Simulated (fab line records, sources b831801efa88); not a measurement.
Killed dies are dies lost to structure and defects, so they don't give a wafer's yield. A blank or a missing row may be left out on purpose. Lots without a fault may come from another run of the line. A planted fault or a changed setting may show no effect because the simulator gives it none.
One fault seen from 2 desks | flow sky130 | each desk has only its own numbers; what lay behind them comes last

THE METROLOGY DESK
What the gauges read, lot by lot, whatever tool the lot ran on: means of the sampled wafers that have a number. A lot is out of limits, marked OUT, if its mean lies more than 4 standard deviations from the usual mean; the brackets give that distance.
Columns: A = VT_ADJUST_LVTN_01_OVL at SKY_VT_ADJUST_LVTN_OVL_MEAS_18, usual 0.1 nm; B = SONOS_ONO_OVL at SKY_SONOS_ONO_OVL_MEAS_14, usual 0.0 nm; C = POLY_GATE_CVD_00_THK at SKY_POLY_GATE_THK_MEAS_01, usual 180.1 nm; D = LDD_N_OVL at SKY_LDD_N_OVL_MEAS_07, usual 0.6 nm
lot  | first seen here | A    | B    | C               | D
L292 | day 7 17:58     | 1.7  | -2.7 | 179.4           | 1.6
L293 | day 8 01:26     | 0.6  | -0.9 | 181.6           | 1.7
L294 | day 8 10:12     | 1.0  | -0.4 | 179.0           | 1.1
L296 | day 9 01:11     | -1.4 | -1.0 | 177.9           | 2.3
L297 | day 9 13:00     | 0.1  | 0.9  | 179.6           | 0.8
L298 | day 9 17:55     | 0.6  | -0.8 | 181.4           | 1.3
L299 | day 9 21:35     | -2.1 | 0.7  | 179.4           | 0.6
L303 | day 11 10:17    | -1.4 | -0.5 | 179.9           | 1.1
L304 | day 11 13:56    | 1.8  | 0.2  | 178.3           | -1.3
L307 | day 12 02:43    | 0.3  | 0.1  | 135.1 (-28) OUT | 0.5
L308 | day 12 16:14    | 0.2  | 1.9  | 131.7 (-30) OUT | -2.0
This desk's finding: out of limits on L307, L308; first on L307, day 19 14:28 (POLY_GATE_CVD_00_THK at SKY_POLY_GATE_THK_MEAS_01). In limits: L292, L293, L294, L296, L297, L298, L299, L303, L304.

THE TOOL OWNER'S DESK: lpcvd-01
The tool's own readings at SKY_POLY_GATE_CVD_00 (deposits poly-Si, target thk 180 nm, time 720 s): means of the sampled wafers that have a number, for each lot that ran on this tool. A lot is out of limits, marked OUT, if its mean lies more than 4 standard deviations from the usual mean; the brackets give that distance.
Columns: A = pressure_mtorr at SKY_POLY_GATE_CVD_00, usual 200.0 mTorr; B = spike_tc_upper_C at SKY_POLY_GATE_CVD_00, usual 619.3 C; C = zone_power_centre_pct at SKY_POLY_GATE_CVD_00, usual 10.3 %
lot  | first seen here | A     | B     | C
L292 | day 14 01:24    | 199.9 | 618.0 | 11.4
L293 | day 14 12:34    | 200.0 | 619.3 | 9.1
L294 | day 14 19:45    | 199.8 | 619.2 | 11.4
L296 | day 15 16:49    | 200.3 | 619.7 | 11.4
L297 | day 16 08:10    | 200.3 | 618.9 | 11.3
L298 | day 16 15:13    | 200.2 | 619.4 | 9.2
L299 | day 16 18:00    | 200.0 | 620.0 | 11.3
L304 | day 18 18:58    | 200.1 | 619.8 | 9.1
L303 | day 18 20:10    | 199.5 | 619.9 | 9.2
L307 | day 19 13:16    | 200.0 | 618.6 | 9.1
L308 | day 20 07:55    | 200.0 | 619.8 | 9.2
This desk's finding: nothing out of limits on any of the 11 lots.

PUT TOGETHER
The metrology desk could have raised an alarm at day 19 14:28, on L307, L308.
The tool owner's desk saw nothing out of limits.
The tool owner's desk has L307, L308 on record, within its limits.
Of the lots named, all ran SKY_POLY_GATE_CVD_00 on lpcvd-01.

WHAT THE SIMULATOR HAD PUT IN
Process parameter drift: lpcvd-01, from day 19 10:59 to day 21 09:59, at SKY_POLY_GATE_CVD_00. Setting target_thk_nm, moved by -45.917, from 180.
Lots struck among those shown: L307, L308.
Hours from the fault's start to each desk's first reading out of limits: the metrology desk, 3.
